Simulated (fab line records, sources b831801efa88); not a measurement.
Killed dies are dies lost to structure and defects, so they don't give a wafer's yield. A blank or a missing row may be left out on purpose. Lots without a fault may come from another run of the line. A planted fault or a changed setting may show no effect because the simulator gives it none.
fab line records | flow sfq_line
record lots=5 wafers=23
route steps=325 shown M5@205 C5@241 M6@255 I6@273 M7@282 I7@296 M8@320
start_h: hours from the record's first day to the start of the lot's first wafer shown | wait_h: hours since the lot's step before | " the same as in the row above | L1.1+2: a row that stands for several wafers | - no value, or no start given | * or withheld: withheld | < > ~ a bound
route shown NAME@n: a module of which the file shows steps, and the number in the route of the first | usual: mean/standard deviation of fault-free wafers | same: alike in all rows | chamber/n: place in a boat | sites: the reading at each site | _std_site: their standard deviation | _edge_site: outer sites' mean less inner sites' | radius_mm: how far each site lies from the wafer's centre | mask NAME#n: copy n | behind: the tool/chamber that last shaped the wafer | hold: why the lot was held/for how many hours/how that ended | device: the transistor (n, p or np) that didn't switch | end of line: the same wafers' tests at the end of the route | a step without rows: its recipe alone | killed: dies lost to structure and defects at the first sort, not the wafer's yield | map: a wafer's dies, x killed, . not, _ none there
set.NAME: the setting as run; set.NAME@STEP: as run at that earlier step | model.NAME: the simulator's own value behind a step, which no gauge read
lots whose settings were changed on purpose; a table a step, a row a wafer
## steps
# step SFQ_TRILAYER_M5_BARC_OPEN_METAL_ETCH_161
# recipe mask_material=PR chemistry=O2 target_depth_nm=125 target=BARC icp_w=600 bias_w=80 pressure_mtorr=10 time_s=41.7
# columns lot.wafer tool chamber start_h wait_h set.icp_w set.spin_rpm@TRILAYER_M5_LITHO_COAT_123 model.KrF_of_TRILAYER_M5_LITHO_COAT_123.thk_nm
L074.3 rie_metal-03 0 1309.26 0.1 600 3000 520.2
L074.4 " 0 " " 600 3000 522.3
L074.5 " 0 " " 600 3000 519.2
L078.1 rie_metal-01 1 1390.32 0.0 544.8 3000 524.7
L078.2 " 0 " " 544.8 2888 538.6
L078.4 " 0 " " 600 2888 533.3
L078.5 " 1 " " 600 2888 533.4
L078.6 " 0 " " 544.8 3000 527.6
L079.1 rie_metal-02 1 1502.23 0.0 631.5 3000 519.3
L079.2 " 0 " " 631.5 3000 519.4
L079.3 " 0 " " 600 3000 522.7
L079.4 " 1 " " 631.5 3000 521.3
L079.6 " 0 " " 600 3000 522.5
L083.1 rie_metal-02 1 1536.75 0.0 600 3209 505.1
L083.2 " 0 " " 533.8 3000 530.1
L083.4 " 0 " " 533.8 3000 529.4
L083.5 " 1 " " 533.8 3209 510.5
L083.6 " 0 " " 600 3209 505
L084.1 rie_metal-03 1 1541.70 0.0 620.3 3200 501.2
L084.2 " 0 " " 600 3000 525
L084.3 " 0 " " 600 3200 504.5
L084.4 " 1 " " 600 3000 523.7
L084.5 " 0 " " 620.3 3200 502.2
# step SFQ_TRILAYER_M5_ETCH_METAL_ETCH_126
# recipe target=Nb stop_on=SiO2 mask_material=PR over_etch_frac=0.15 time_s=203.2 chemistry=Cl2/BCl3 target_depth_nm=265 icp_w=600 bias_w=80 pressure_mtorr=10
# columns lot.wafer tool chamber start_h wait_h set.spin_rpm@TRILAYER_M5_LITHO_COAT_123 model.KrF_of_TRILAYER_M5_LITHO_COAT_123.thk_nm
L074.3 rie_metal-03 0 1309.47 0.2 3000 366.7
L074.4 " 0 " " 3000 370.1
L074.5 " 0 " " 3000 365.5
L078.1 rie_metal-01 1 1390.38 0.0 3000 369.3
L078.2 " 0 " " 2888 385.1
L078.4 " 0 " " 2888 379.8
L078.5 " 1 " " 2888 376.5
L078.6 " 0 " " 3000 374
L079.1 rie_metal-02 1 1502.29 0.0 3000 368.5
L079.2 " 0 " " 3000 365.1
L079.3 " 0 " " 3000 368.3
L079.4 " 1 " " 3000 369.3
L079.6 " 0 " " 3000 369.6
L083.1 rie_metal-02 1 1536.81 0.0 3209 355.1
L083.2 " 0 " " 3000 378.5
L083.4 " 0 " " 3000 377.6
L083.5 " 1 " " 3209 360.4
L083.6 " 0 " " 3209 352.9
L084.1 rie_metal-03 1 1541.76 0.0 3200 345.8
L084.2 " 0 " " 3000 372.2
L084.3 " 0 " " 3200 351.5
L084.4 " 1 " " 3000 370
L084.5 " 0 " " 3200 349.9
# step SFQ_TRILAYER_C5_LITHO_COAT_151
# recipe resist=KrF spin_rpm=3000 resist_thk_nm=650
# columns lot.wafer tool chamber start_h wait_h set.resist_thk_nm model.KrF_of_TRILAYER_C5_LITHO_COAT_151.thk_nm
L074.3 litho_track-02 0 1405.09 0.2 650 654.9
L074.4 " 0 " " 650 653.1
L074.5 " 0 " " 650 652.3
L078.1 litho_track-03 0 1424.02 0.2 650 650.7
L078.2 " 0 " " 650 649.2
L078.4 " 0 " " 650 651.9
L078.5 " 0 " " 650 652.4
L078.6 " 0 " " 650 651
L079.1 litho_track-03 0 1548.69 0.2 626.1 625.1
L079.2+6 " 0 " " 650 651.1
L079.3 " 0 " " 626.1 629
L079.4 " 0 " " 650 652.9
L083.1 litho_track-02 0 1559.64 0.2 630.6 626.9
L083.2 " 0 " " 630.6 626.6
L083.4 " 0 " " 650 648
L083.5 " 0 " " 630.6 627.2
L083.6 " 0 " " 650 646.6
L084.1 litho_track-02 0 1560.67 0.2 650 651.2
L084.2 " 0 " " 650 649.5
L084.3 " 0 " " 650 651.4
L084.4 " 0 " " 623.9 624.9
L084.5 " 0 " " 623.9 624.5
# step SFQ_TRILAYER_C5_BARC_OPEN_VIA_ETCH_210
# recipe mask_material=PR chemistry=O2 target_depth_nm=125 target=BARC source_w=500 bias_w=80 pressure_mtorr=30 time_s=41.7
# columns lot.wafer tool chamber start_h wait_h set.time_s set.resist_thk_nm@TRILAYER_C5_LITHO_COAT_151 model.KrF_of_TRILAYER_C5_LITHO_COAT_151.thk_nm
L074.3 rie_diel-03 0 1517.83 0.0 41.7 650 580.5
L074.4 " 2 " " 41.7 650 579.9
L074.5 " 1 " " 41.7 650 577.8
L078.1 rie_diel-02 0 1523.55 0.0 41.7 650 578.3
L078.2 " 3 " " 41.7 650 576.5
L078.4+5 " 2,0 " " 37.56 650 584.6
L078.6 " 1 " " 37.56 650 583.2
L079.1 rie_diel-02 0 1644.05 0.0 41.7 626.1 552.7
L079.2 " 3 " " 43.48 650 576.7
L079.3 " 2 " " 41.7 626.1 557.3
L079.4 " 1 " " 43.48 650 577.4
L079.6 " 1 " " 41.7 650 577.2
L083.1 rie_diel-03 1 1657.38 0.0 41.7 630.6 553.3
L083.2 " 0 " " 41.7 630.6 551.9
L083.4 " 2 " " 41.7 650 574.6
L083.5 " 1 " " 41.7 630.6 553.2
L083.6 " 2 " " 41.7 650 573.2
L084.1 rie_diel-02 3 1660.98 0.0 47.74 650 572
L084.2 " 2 " " 41.7 650 576.7
L084.3 " 1 " " 47.74 650 569.1
L084.4 " 0 " " 47.74 623.9 545.1
L084.5 " 3 " " 41.7 623.9 551.3
# step SFQ_TRILAYER_C5_ETCH_VIA_ETCH_154
# recipe target=SiO2 mask_material=PR chemistry=CHF3 target_depth_nm=84 source_w=500 bias_w=80 pressure_mtorr=30 time_s=withheld stop_on=Nb
# columns lot.wafer tool chamber start_h wait_h set.resist_thk_nm@TRILAYER_C5_LITHO_COAT_151 model.KrF_of_TRILAYER_C5_LITHO_COAT_151.thk_nm
L074.3 rie_diel-03 0 1517.87 0.0 650 565.6
L074.4 " 2 " " 650 565.4
L074.5 " 1 " " 650 562.9
L078.1 rie_diel-02 0 1523.59 0.0 650 563.9
L078.2 " 3 " " 650 562.1
L078.4 " 2 " " 650 570.5
L078.5 " 0 " " 650 570.2
L078.6 " 1 " " 650 569
L079.1 rie_diel-02 0 1644.09 0.0 626.1 538.6
L079.2 " 3 " " 650 562.4
L079.3 " 2 " " 626.1 543.2
L079.4 " 1 " " 650 562.8
L079.6 " 1 " " 650 562.6
L083.1+5 rie_diel-03 1 1657.42 0.0 630.6 538.4
L083.2 " 0 " " 630.6 536.9
L083.4 " 2 " " 650 559.9
L083.6 " 2 " " 650 558.6
L084.1 rie_diel-02 3 1661.02 0.0 650 557.7
L084.2 " 2 " " 650 562.3
L084.3 " 1 " " 650 554.2
L084.4 " 0 " " 623.9 530.6
L084.5 " 3 " " 623.9 537.1
# step SFQ_TRILAYER_M6_LITHO_COAT_164
# recipe resist=BARC spin_rpm=3000 resist_thk_nm=62
# columns lot.wafer tool chamber start_h wait_h set.resist_thk_nm model.BARC_of_TRILAYER_M6_LITHO_COAT_164.thk_nm
L074.3 litho_track-04 0 1519.09 0.1 62 61.84
L074.4 " 0 " " 62 61.64
L074.5 " 0 " " 62 62
L078.1 litho_track-04 0 1524.71 0.1 63.18 62.99
L078.2 " 0 " " 62 61.74
L078.4 " 0 " " 62 61.7
L078.5 " 0 " " 63.18 63.08
L078.6 " 0 " " 63.18 62.92
L079.1 litho_track-04 0 1645.22 0.1 64.17 64.25
L079.2 " 0 " " 62 61.95
L079.3 " 0 " " 62 62.03
L079.4 " 0 " " 64.17 64.21
L079.6 " 0 " " 62 61.92
L083.1 litho_track-04 0 1658.56 0.1 62 62.29
L083.2 " 0 " " 62 62.45
L083.4 " 0 " " 62 62.25
L083.5 " 0 " " 62 62.31
L083.6 " 0 " " 62 62.13
L084.1 litho_track-04 0 1662.14 0.1 58.99 58.95
L084.2 " 0 " " 62 61.71
L084.3 " 0 " " 62 62.09
L084.4 " 0 " " 62 61.81
L084.5 " 0 " " 58.99 58.91
# step SFQ_TRILAYER_M6_ETCH_METAL_ETCH_162
# recipe target=Nb stop_on=SiO2 mask_material=PR chemistry=Cl2/Ar target_depth_nm=240 icp_w=600 bias_w=80 pressure_mtorr=10 time_s=120
# columns lot.wafer tool chamber start_h wait_h set.time_s model.KrF_of_TRILAYER_M6_LITHO_COAT_159.thk_nm
L074.3 rie_metal-02 1 1621.27 0.1 120 382.5
L074.4 " 0 " " 120 379.4
L074.5 " 0 " " 120 380.3
L078.1 rie_metal-01 0 1627.21 0.1 114.8 388.8
L078.2 " 1 " " 120 378.4
L078.4 " 1 " " 120 378.9
L078.5 " 1 " " 114.8 385.8
L078.6 " 0 " " 120 382.2
L079.1 rie_metal-02 1 1653.68 0.0 120 386.2
L079.2 " 0 " " 120 378.4
L079.3 " 1 " " 120 383.3
L079.4 " 0 " " 120 380.9
L079.6 " 1 " " 120 384.3
L083.1 rie_metal-01 1 1662.10 0.1 120 376.8
L083.2 " 1 " " 135.8 360.8
L083.4 " 1 " " 120 375.5
L083.5 " 1 " " 135.8 358.9
L083.6 " 1 " " 135.8 358.6
L084.1 rie_metal-01 1 1664.82 0.1 129.9 362.9
L084.2 " 1 " " 129.9 361.7
L084.3 " 1 " " 120 374.5
L084.4 " 1 " " 120 376.7
L084.5 " 1 " " 120 374.6
# step SFQ_TRILAYER_I6_VIA_LITHO_EXPOSE_170
# recipe mask_id=I6 na=0.6 source_shape=conventional sigma_outer=0.65 target_cd_nm=700 dose_mj=21.3
# columns lot.wafer tool chamber start_h wait_h mask set.dose_mj
L074.3+4+5 krf_scanner-01 0 1742.65 - I6#0 21.3
L078.1+6 krf_scanner-01 0 1749.45 - I6#0 21.3
L078.2+4+5 " 0 " " I6#0 20.1
L079.1+2+3 krf_scanner-02 0 1767.51 - I6#0 20.48
L079.4+6 " 0 " " I6#0 21.3
L083.1+6 krf_scanner-02 0 1775.91 - I6#0 20.73
L083.2+4+5 " 0 " " I6#0 21.3
L084.1+2+3 krf_scanner-01 0 1778.84 - I6#0 21.3
L084.4+5 " 0 " " I6#0 22.21
# step SFQ_TRILAYER_I6_VIA_LITHO_PEB_172
# recipe peb_temp_c=115 peb_time_s=60 resist=KrF
# step SFQ_TRILAYER_I6_VIA_LITHO_DEVELOP_171
# recipe time_s=60 resist=KrF
# step SFQ_TRILAYER_I6_VIA_BARC_OPEN_VIA_ETCH_235
# recipe mask_material=PR chemistry=O2 target_depth_nm=125 target=BARC source_w=500 bias_w=80 pressure_mtorr=30 time_s=41.7
# columns lot.wafer tool chamber start_h wait_h set.dose_mj@TRILAYER_I6_VIA_LITHO_EXPOSE_170 model.I6.cd_nm
L074.3 rie_diel-04 1 1743.78 0.0 21.3 697.9
L074.4 " 3 " " 21.3 701.5
L074.5 " 1 " " 21.3 698.8
L078.1 rie_diel-03 0 1750.98 0.0 21.3 701.5
L078.2 " 3 " " 20.1 691.3
L078.4 " 1 " " 20.1 687.4
L078.5 " 1 " " 20.1 689.2
L078.6 " 0 " " 21.3 701.8
L079.1 rie_diel-03 2 1769.05 0.0 20.48 694
L079.2 " 0 " " 20.48 694.1
L079.3 " 1 " " 20.48 692.7
L079.4 " 3 " " 21.3 700.9
L079.6 " 1 " " 21.3 699.5
L083.1 rie_diel-01 1 1777.45 0.0 20.73 694.3
L083.2 " 3 " " 21.3 701.3
L083.4 " 1 " " 21.3 701
L083.5 " 3 " " 21.3 702.1
L083.6 " 2 " " 20.73 699.6
L084.1 rie_diel-03 1 1780.37 0.0 21.3 700.7
L084.2 " 3 " " 21.3 701
L084.3 " 2 " " 21.3 700.2
L084.4 " 0 " " 22.21 707.7
L084.5 " 2 " " 22.21 706.7
# step SFQ_TRILAYER_M7_DEP_SPUTTER_175
# recipe material=Nb base_pressure_pa=1.33e-06 chamber_pressure_pa=0.1333 substrate_temp_c=20 target_thk_nm=200 power_w=2000 time_s=133.3
# columns lot.wafer tool chamber start_h wait_h set.time_s model.Nb_of_TRILAYER_M7_DEP_SPUTTER_175.thk_nm
L074.3 pvd_sputter-06 - 1744.74 0.0 133.3 201.5
L074.4 " - " " 133.3 200
L074.5 " - " " 133.3 199.3
L078.1 pvd_sputter-03 - 1751.94 0.0 133.3 197.5
L078.2 " - " " 127.2 191.7
L078.4 " - " " 127.2 191
L078.5 " - " " 133.3 201.5
L078.6 " - " " 133.3 200.5
L079.1 pvd_sputter-06 - 1770.00 0.0 119.2 180.6
L079.2 " - " " 133.3 204.1
L079.3 " - " " 119.2 180
L079.4 " - " " 119.2 182
L079.6 " - " " 133.3 202.2
L083.1 pvd_sputter-04 - 1778.40 0.0 133.3 200.5
L083.2 " - " " 133.3 199
L083.4 " - " " 133.3 198.3
L083.5 " - " " 133.3 201.6
L083.6 " - " " 133.3 197.8
L084.1 pvd_sputter-06 - 1781.33 0.0 152.9 228.8
L084.2 " - " " 133.3 198.4
L084.3 " - " " 133.3 200.9
L084.4 " - " " 133.3 199
L084.5 " - " " 152.9 229.8
# step SFQ_M7_RS_MEAS_943
# recipe thk_meas_gauge=four-point-probe reads=Nb_of_TRILAYER_M7_DEP_SPUTTER_175
# usual M7_NB_RS=0.886/0.0089
# columns lot.wafer tool chamber start_h wait_h set.time_s@TRILAYER_M7_DEP_SPUTTER_175 M7_NB_RS[ohm/sq]
L074.3 film_metro-04 - 1744.87 0.1 133.3 0.882
L074.4 " - " " 133.3 0.888
L074.5 " - " " 133.3 0.892
L078.1 film_metro-04 - 1752.03 0.0 133.3 0.899
L078.2 " - " " 127.2 0.928
L078.4 " - " " 127.2 0.933
L078.5 " - " " 133.3 0.883
L078.6 " - " " 133.3 0.886
L079.1 film_metro-04 - 1770.09 0.0 119.2 0.984
L079.2 " - " " 133.3 0.871
L079.3 " - " " 119.2 0.989
L079.4 " - " " 119.2 0.976
L079.6 " - " " 133.3 0.878
L083.1 film_metro-04 - 1778.49 0.0 133.3 0.886
L083.2 " - " " 133.3 0.894
L083.4 " - " " 133.3 0.900
L083.5 " - " " 133.3 0.882
L083.6 " - " " 133.3 0.900
L084.1 film_metro-01 - 1781.42 0.0 152.9 0.779
L084.2 " - " " 133.3 0.899
L084.3 " - " " 133.3 0.887
L084.4 " - " " 133.3 0.894
L084.5 " - " " 152.9 0.775
# step SFQ_TRILAYER_M7_ETCH_METAL_ETCH_180
# recipe target=Nb stop_on=SiO2 mask_material=PR chemistry=Cl2/Ar target_depth_nm=240 icp_w=600 bias_w=80 pressure_mtorr=10 time_s=120
# usual oes_product_au=0.896/0.0066
# columns lot.wafer tool chamber start_h wait_h set.icp_w set.time_s@TRILAYER_M7_DEP_SPUTTER_175 oes_product_au model.KrF_of_TRILAYER_M7_LITHO_COAT_177.thk_nm
L074.3 rie_metal-02 1 1832.07 0.1 600 133.3 0.901 385.4
L074.4 " 0 " " 600 133.3 0.888 381.1
L074.5 " 1 " " 600 133.3 0.886 386.7
L078.1 rie_metal-03 0 1842.83 0.0 600 133.3 0.889 382.1
L078.2 " 1 " " 600 127.2 0.872 379.6
L078.4 " 1 " " 600 127.2 0.874 379.4
L078.5 " 1 " " 600 133.3 0.897 379.4
L078.6 " 0 " " 600 133.3 0.899 381.5
L079.1 rie_metal-02 1 1857.65 0.0 600 119.2 0.850 -
L079.2 " 0 " " 600 133.3 0.903 378.4
L079.3 " 0 " " 600 119.2 0.843 -
L079.4 " 1 " " 600 119.2 0.842 -
L079.6 " 1 " " 600 133.3 0.904 383.3
L083.1 rie_metal-02 0 1869.65 0.0 668.3 133.3 0.901 364.2
L083.2 " 1 " " 600 133.3 0.891 381.9
L083.4 " 1 " " 600 133.3 0.890 381
L083.5 " 1 " " 668.3 133.3 0.900 369
L083.6 " 0 " " 668.3 133.3 0.897 365.1
L084.1 rie_metal-04 0 1873.25 0.0 600 152.9 0.970 -
L084.2 " 1 " " 576.5 133.3 0.896 387.2
L084.3 " 1 " " 600 133.3 0.897 379.7
L084.4 " 0 " " 576.5 133.3 0.887 379.8
L084.5 " 0 " " 576.5 152.9 0.965 -
# step SFQ_TRILAYER_I7_DEP_PECVD_183
# recipe material=SiO2 temp_c=150 time_s=111.11 pressure_torr=2.4 rf_w=183.3 precursor=SiH4/N2O target_thk_nm=500
# columns lot.wafer tool chamber start_h wait_h set.time_s model.SiO2_of_TRILAYER_I7_DEP_PECVD_183.thk_nm
L074.3 pecvd-04 2 1832.93 0.0 111.11 496.7
L074.4 " 0 " " 111.11 504.1
L074.5 " 1 " " 111.11 502.4
L078.1 pecvd-01 1 1843.73 0.0 111.11 500.7
L078.2 " 0 " " 95.8 434.2
L078.4 " 0 " " 95.8 437.1
L078.5 " 1 " " 111.11 503.3
L078.6 " 2 " " 95.8 445
L079.1 pecvd-04 1 1858.55 0.0 111.11 483.5
L079.2 " 0 " " 105.4 460.6
L079.3 " 2 " " 111.11 488.2
L079.4 " 2 " " 105.4 470.6
L079.6 " 1 " " 111.11 492.9
L083.1 pecvd-01 2 1870.55 0.0 111.11 495.5
L083.2 " 1 " " 111.11 495.1
L083.4 " 2 " " 111.11 502.3
L083.5 " 1 " " 111.11 503.3
L083.6 " 0 " " 111.11 500.2
L084.1 pecvd-04 0 1874.15 0.0 111.11 486.8
L084.2 " 2 " " 111.11 494.2
L084.3 " 1 " " 126.3 562.1
L084.4 " 0 " " 126.3 568.5
L084.5 " 1 " " 126.3 569.7
# step SFQ_TRILAYER_I7_VIA_LITHO_COAT_187
# recipe resist=KrF spin_rpm=3000 resist_thk_nm=650
# columns lot.wafer tool chamber start_h wait_h set.resist_thk_nm model.KrF_of_TRILAYER_I7_VIA_LITHO_COAT_187.thk_nm
L074.3 litho_track-01 0 1837.73 0.2 650 648.7
L074.4 " 0 " " 650 650.3
L074.5 " 0 " " 650 650.5
L078.1 litho_track-01 0 1848.43 0.2 650 647.7
L078.2 " 0 " " 650 647.3
L078.4 " 0 " " 650 648.7
L078.5+6 " 0 " " 662.4 661.5
L079.1 litho_track-02 0 1864.51 0.2 650 648.6
L079.2 " 0 " " 650 650.2
L079.3 " 0 " " 667.9 666.7
L079.4 " 0 " " 667.9 669
L079.6 " 0 " " 650 649.4
L083.1 litho_track-02 0 1889.15 0.2 650 653
L083.2 " 0 " " 685.7 687.9
L083.4 " 0 " " 650 654.3
L083.5 " 0 " " 650 651.5
L083.6 " 0 " " 685.7 687.5
L084.1 litho_track-01 0 1896.31 0.2 650 649.1
L084.2 " 0 " " 650 648.6
L084.3 " 0 " " 650 647.5
L084.4 " 0 " " 626.1 624.6
L084.5 " 0 " " 626.1 625.4
# step SFQ_TRILAYER_I7_VIA_BARC_OPEN_VIA_ETCH_260
# recipe mask_material=PR chemistry=O2 target_depth_nm=125 target=BARC source_w=500 bias_w=80 pressure_mtorr=30 time_s=41.7
# columns lot.wafer tool chamber start_h wait_h set.source_w set.resist_thk_nm@TRILAYER_I7_VIA_LITHO_COAT_187 model.KrF_of_TRILAYER_I7_VIA_LITHO_COAT_187.thk_nm
L074.3 rie_diel-04 2 1913.34 0.0 500 650 572.1
L074.4 " 1 " " 500 650 573.4
L074.5 " 2 " " 500 650 573.8
L078.1 rie_diel-04 0 1926.54 0.0 523.4 650 569.9
L078.2 " 1 " " 523.4 650 569
L078.4 " 2 " " 500 650 572.5
L078.5 " 2 " " 523.4 662.4 583.5
L078.6 " 3 " " 500 662.4 586.3
L079.1 rie_diel-04 0 1943.82 0.0 464.2 650 576.2
L079.2 " 3 " " 464.2 650 577.9
L079.3 " 2 " " 500 667.9 590.7
L079.4 " 3 " " 500 667.9 593.2
L079.6 " 0 " " 500 650 573.1
L083.1 rie_diel-04 0 1970.22 0.0 500 650 576.9
L083.2 " 3 " " 500 685.7 611.6
L083.4 " 2 " " 551.8 650 573.2
L083.5 " 1 " " 551.8 650 570.2
L083.6 " 0 " " 551.8 685.7 606.8
L084.1 rie_diel-01 1 1984.62 0.0 500 650 572.4
L084.2 " 3 " " 523.3 650 568.9
L084.3 " 2 " " 523.3 650 567.2
L084.4 " 0 " " 500 626.1 548.1
L084.5 " 1 " " 500 626.1 548.8
# step SFQ_TRILAYER_M8_DEP_EVAP_198
# recipe material=Pt angular_spread_deg=1 target_thk_nm=50 time_s=250 power_w=2000
# columns lot.wafer tool chamber start_h wait_h set.time_s model.Pt_of_TRILAYER_M8_DEP_EVAP_198.thk_nm
L074.3 pvd_sputter-01 - 2006.29 0.0 250 50.3
L074.4 " - " " 250 50.89
L074.5 " - " " 250 49.82
L078.1 pvd_sputter-01 - 2020.69 0.0 263.2 53.48
L078.2 " - " " 250 50.77
L078.4 " - " " 250 50.63
L078.5 " - " " 250 50.11
L078.6 " - " " 263.2 53.25
L079.1 pvd_sputter-01 - 2037.70 0.0 250 50.55
L079.2 " - " " 250 50.66
L079.3 " - " " 250 50.38
L079.4 " - " " 250 49.84
L079.6 " - " " 250 50.27
L083.1 pvd_sputter-02 - 2075.02 0.0 250 50.76
L083.2 " - " " 268.5 54.29
L083.4 " - " " 250 49.98
L083.5 " - " " 268.5 54.09
L083.6 " - " " 268.5 54.1
L084.1 pvd_sputter-01 - 2084.62 0.0 250 50.38
L084.2 " - " " 238.7 48.96
L084.3 " - " " 238.7 48.61
L084.4 " - " " 250 50.78
L084.5 " - " " 238.7 48.23
## key
split step=SFQ_TRILAYER_M5_BARC_OPEN_METAL_ETCH_161 setting=icp_w stated=600 by=wafer
response none clear
split step=SFQ_TRILAYER_C5_LITHO_COAT_151 setting=resist_thk_nm stated=650 by=wafer
response step=SFQ_TRILAYER_C5_LITHO_COAT_151 reading=model.KrF_of_TRILAYER_C5_LITHO_COAT_151.thk_nm change=+6.64 per=1% r=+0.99
response step=SFQ_TRILAYER_C5_BARC_OPEN_VIA_ETCH_210 reading=model.KrF_of_TRILAYER_C5_LITHO_COAT_151.thk_nm change=+6.28 per=1% r=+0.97
response step=SFQ_TRILAYER_C5_ETCH_VIA_ETCH_154 reading=model.KrF_of_TRILAYER_C5_LITHO_COAT_151.thk_nm change=+6.25 per=1% r=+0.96
split step=SFQ_TRILAYER_C5_BARC_OPEN_VIA_ETCH_210 setting=time_s stated=41.7 by=wafer
response none clear
split step=SFQ_TRILAYER_M6_LITHO_COAT_164 setting=resist_thk_nm stated=62 by=wafer
response step=SFQ_TRILAYER_M6_LITHO_COAT_164 reading=model.BARC_of_TRILAYER_M6_LITHO_COAT_164.thk_nm change=+0.624 per=1% r=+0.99
split step=SFQ_TRILAYER_M6_ETCH_METAL_ETCH_162 setting=time_s stated=120 by=wafer
response step=SFQ_TRILAYER_M6_ETCH_METAL_ETCH_162 reading=model.KrF_of_TRILAYER_M6_LITHO_COAT_159.thk_nm change=-1.38 per=1% r=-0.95
split step=SFQ_TRILAYER_I6_VIA_LITHO_EXPOSE_170 setting=dose_mj stated=21.3 by=wafer
response step=SFQ_TRILAYER_I6_VIA_BARC_OPEN_VIA_ETCH_235 reading=model.I6.cd_nm change=+1.88 per=1% r=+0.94
split step=SFQ_TRILAYER_M7_DEP_SPUTTER_175 setting=time_s stated=133.3 by=wafer
response step=SFQ_TRILAYER_M7_DEP_SPUTTER_175 reading=model.Nb_of_TRILAYER_M7_DEP_SPUTTER_175.thk_nm change=+2.04 per=1% r=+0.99
response step=SFQ_M7_RS_MEAS_943 reading=M7_NB_RS change=-0.00872 per=1% r=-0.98
response step=SFQ_TRILAYER_M7_ETCH_METAL_ETCH_180 reading=oes_product_au change=+0.0052 per=1% r=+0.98
split step=SFQ_TRILAYER_M7_ETCH_METAL_ETCH_180 setting=icp_w stated=600 by=wafer
response step=SFQ_TRILAYER_M7_ETCH_METAL_ETCH_180 reading=model.KrF_of_TRILAYER_M7_LITHO_COAT_177.thk_nm change=-1.33 per=1% r=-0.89
split step=SFQ_TRILAYER_I7_DEP_PECVD_183 setting=time_s stated=111.11 by=wafer
response step=SFQ_TRILAYER_I7_DEP_PECVD_183 reading=model.SiO2_of_TRILAYER_I7_DEP_PECVD_183.thk_nm change=+5.04 per=1% r=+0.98
split step=SFQ_TRILAYER_I7_VIA_LITHO_COAT_187 setting=resist_thk_nm stated=650 by=wafer
response step=SFQ_TRILAYER_I7_VIA_LITHO_COAT_187 reading=model.KrF_of_TRILAYER_I7_VIA_LITHO_COAT_187.thk_nm change=+6.44 per=1% r=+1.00
response step=SFQ_TRILAYER_I7_VIA_BARC_OPEN_VIA_ETCH_260 reading=model.KrF_of_TRILAYER_I7_VIA_LITHO_COAT_187.thk_nm change=+6.3 per=1% r=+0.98
split step=SFQ_TRILAYER_I7_VIA_BARC_OPEN_VIA_ETCH_260 setting=source_w stated=500 by=wafer
response none clear
split step=SFQ_TRILAYER_M8_DEP_EVAP_198 setting=time_s stated=250 by=wafer
response step=SFQ_TRILAYER_M8_DEP_EVAP_198 reading=model.Pt_of_TRILAYER_M8_DEP_EVAP_198.thk_nm change=+0.506 per=1% r=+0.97
split outside_this_file step=SFQ_TRILAYER_M5_LITHO_COAT_123 setting=spin_rpm
# split outside_this_file: this setting was split too, and the file shows its column; the key of that split is in another file
